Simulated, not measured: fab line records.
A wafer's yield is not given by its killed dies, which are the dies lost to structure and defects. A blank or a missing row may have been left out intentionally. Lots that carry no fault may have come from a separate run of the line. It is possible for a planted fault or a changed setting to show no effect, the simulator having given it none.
Which of the tools did it? -- flow sky130 -- Sampling: 10 lots, 30 wafers, 5 of 708 route steps

## WHAT EACH GAUGE READ, for each wafer
SKY_SONOS_TUNNEL_CD_MEAS_07: target cd 410 nm. Usual: cd nm 409.4 nm, standard deviation 2.1.
lot,measured,on,cd nm (nm),flag
L168,day 11 12:22,cd sem-01,411.0 412.3 409.9,
L173,day 12 22:19,cd sem-02,408.3 408.7 407.4,
L174,day 13 04:19,cd sem-02,407.3 408.4 409.1,
L175,day 13 15:45,cd sem-01,409.5 407.8 407.3,
L182,day 15 23:04,cd sem-02,410.5 410.5 409.5,
L185,day 17 05:08,cd sem-01,409.4 407.9 409.0,
L186,day 17 12:26,cd sem-01,408.3 408.4 407.8,
L187,day 17 17:16,cd sem-01,411.7 412.5 409.7,
L189,day 18 06:44,cd sem-01,410.8 408.2 410.7,
L191,day 19 02:50,cd sem-01,406.5 406.2 405.9,

SKY_GATE_OXIDE_THK_MEAS_02. Usual: GATE_OXIDE_OXIDATION_00_THK 10.37 nm, standard deviation 0.25.
lot,measured,on,GATE_OXIDE_OXIDATION_00_THK (nm),flag
L168,day 12 20:32,film metro-03,10.47 10.48 10.56,
L173,day 14 11:26,film metro-03,10.09 10.00 10.30,
L174,day 14 14:58,film metro-03,10.77 10.67 10.78,
L175,day 15 02:30,film metro-02,10.68 10.58 10.57,
L182,day 17 11:05,film metro-04,10.19 10.15 10.27,
L185,day 18 18:23,film metro-02,10.26 10.09 10.13,
L186,day 19 03:58,film metro-02,10.52 10.47 10.46,
L187,day 19 07:08,film metro-03,10.15 10.41 10.24,
L189,day 19 22:02,film metro-04,10.05 10.02 10.17,
L191,day 20 18:46,film metro-02,10.27 10.02 10.18,

SKY_POLY_GATE_THK_MEAS_01. Usual: POLY_GATE_CVD_00_THK 180.2 nm, standard deviation 1.8.
lot,measured,on,POLY_GATE_CVD_00_THK (nm),flag
L168,day 14 02:23,film metro-01,184.5 184.4 182.8,
L173,day 15 17:13,film metro-04,178.2 177.9 176.8,
L174,day 15 21:22,film metro-03,102.7 103.2 104.0,OFF
L175,day 16 09:31,film metro-04,107.3 104.6 105.3,OFF
L182,day 18 21:43,film metro-03,182.3 181.2 181.3,
L185,day 20 04:34,film metro-04,181.5 180.5 181.9,
L186,day 20 13:37,film metro-04,182.3 181.9 182.3,
L187,day 20 18:53,film metro-01,180.2 181.1 180.0,
L189,day 21 07:38,film metro-04,181.6 180.2 180.9,
L191,day 22 03:47,film metro-01,180.9 181.4 180.6,

## WHICH TOOL RAN EACH LOT (tool, then ch and the chambers of the sampled wafers, then the start)
lot,SKY_SONOS_ONO_ETCH_15,SKY_POLY_GATE_CVD_00
L168,"rie diel-01 ch 0,2, day 12 18:05","lpcvd-01 ch 0, day 14 01:10"
L173,"rie diel-04 ch 0,1,3, day 14 08:46","lpcvd-01 ch 0, day 15 16:00"
L174,"rie diel-02 ch 1,3, day 14 12:38","lpcvd-01 ch 0, day 15 20:10"
L175,"rie diel-02 ch 2,3, day 14 23:49","lpcvd-01 ch 0, day 16 08:18"
L182,"rie diel-02 ch 0,3, day 17 08:15","lpcvd-01 ch 0, day 18 19:55"
L185,"rie diel-04 ch 1,2, day 18 16:40","lpcvd-01 ch 0, day 20 03:22"
L186,"rie diel-04 ch 0,1,3, day 19 00:32","lpcvd-01 ch 1, day 20 12:25"
L187,"rie diel-02 ch 0,3, day 19 05:20","lpcvd-01 ch 0, day 20 17:41"
L189,"rie diel-01 ch 0,1, day 19 19:53","lpcvd-01 ch 1, day 21 06:26"
L191,"rie diel-04 ch 0,1, day 20 16:55","lpcvd-01 ch 1, day 22 02:34"
- SKY_SONOS_ONO_ETCH_15: etches the open film in CHF3/O2, target depth 19.52 nm, time 7.8 s.
- SKY_POLY_GATE_CVD_00: deposits poly-Si, target thk 180 nm, time 720 s.

## WHAT THE TOOLS THEMSELVES READ (means of the sampled wafers that have a number; where no wafer has one, the mark that the record gives instead)
SKY_SONOS_ONO_ETCH_15. Usual: chamber pressure mTorr 40.00 mTorr, standard deviation 0.041; drypump motor current A 5.7 A, standard deviation 0.47; oes product au 1.001 a.u., standard deviation 0.0075; throttle valve pct 8.824 %, standard deviation 0.0083.
lot,tool,chamber pressure mTorr (mTorr),drypump motor current A (A),oes product au (a.u.),throttle valve pct (%),flag
L168,rie diel-01,40.01,5.7,1.002,8.826,
L173,rie diel-04,40.04,5.8,1.002,8.824,
L174,rie diel-02,39.99,5.6,1.005,8.818,
L175,rie diel-02,40.00,5.4,0.996,8.832,
L182,rie diel-02,39.97,5.5,1.001,8.817,
L185,rie diel-04,40.01,5.9,0.996,8.827,
L186,rie diel-04,40.02,5.8,1.001,8.813,
L187,rie diel-02,40.00,5.5,1.001,8.825,
L189,rie diel-01,39.99,6.2,1.004,8.820,
L191,rie diel-04,40.02,5.6,0.994,8.818,

SKY_POLY_GATE_CVD_00. Usual: spike tc bottom C 644 C, standard deviation 4; spike tc centre C 620.7 C, standard deviation 0.96; spike tc lower C 619.0 C, standard deviation 0.98; spike tc top C 636.1 C, standard deviation 1.8; spike tc upper C 620.6 C, standard deviation 1.1; susceptor temp C 620.02 C, standard deviation 0.3; zone power bottom pct 12.09 %, standard deviation 0.13; zone power centre pct 10.88 %, standard deviation 0.12; zone power top pct 19.5 %, standard deviation 1.2; zone power upper pct 8.39 %, standard deviation 0.13.
lot,tool,spike tc bottom C (C),spike tc centre C (C),spike tc lower C (C),spike tc top C (C),spike tc upper C (C),susceptor temp C (C),zone power bottom pct (%),zone power centre pct (%),zone power top pct (%),zone power upper pct (%),flag
L168,lpcvd-01,647,621.0,619.6,638.0,620.9,619.98,12.12,10.99,18.7,8.44,
L173,lpcvd-01,647,621.2,617.9,636.8,620.7,619.85,12.13,10.86,18.7,8.41,
L174,lpcvd-01,624,598.1,596.0,614.8,598.3,598.06,11.38,10.30,17.8,7.84,OFF
L175,lpcvd-01,624,598.6,596.5,614.8,598.9,597.40,11.24,10.28,17.9,7.91,OFF
L182,lpcvd-01,647,621.2,618.1,637.3,620.7,620.35,12.20,10.89,18.8,8.41,
L185,lpcvd-01,646,621.4,618.7,637.5,621.7,620.11,12.10,10.94,18.6,8.51,
L186,lpcvd-01,639,620.1,618.8,632.3,620.1,619.78,11.90,10.83,21.4,8.21,
L187,lpcvd-01,647,620.8,619.1,637.0,620.1,619.43,12.13,10.88,18.9,8.43,
L189,lpcvd-01,638,620.2,619.4,634.3,619.9,620.20,11.98,10.86,21.4,8.22,
L191,lpcvd-01,638,619.7,619.3,634.6,621.0,620.07,12.01,10.81,21.4,8.26,

## THE ANSWER, worked out from the rows above alone
Rule: lot off if the mean of its wafers having a number is beyond 3 standard deviations from the usual mean. A lot without any number at a reading at which 4 lots or more have one is off too. All remaining lots with rows at the step are treated as sound. After the gauges, taken in route order, come the tools' own readings; for these a lot's mean is taken, as printed above. At the first step where some lot is off, the reading lying furthest off is the one used; lots without a number count as furthest.
Off: L174, L175, seen at SKY_POLY_GATE_THK_MEAS_01 (POLY_GATE_CVD_00_THK).
If a tool, at a process step before that reading, ran all the lots that are off and no sound lot after the first of them, it fits. The gauges at SKY_POLY_GATE_THK_MEAS_01 aren't tried: what is off there is off at SKY_POLY_GATE_CVD_00 too, on other tools, and a gauge's error can't cause that. None of those tried fits.

## WHAT HAD BEEN PUT IN BY THE SIMULATOR
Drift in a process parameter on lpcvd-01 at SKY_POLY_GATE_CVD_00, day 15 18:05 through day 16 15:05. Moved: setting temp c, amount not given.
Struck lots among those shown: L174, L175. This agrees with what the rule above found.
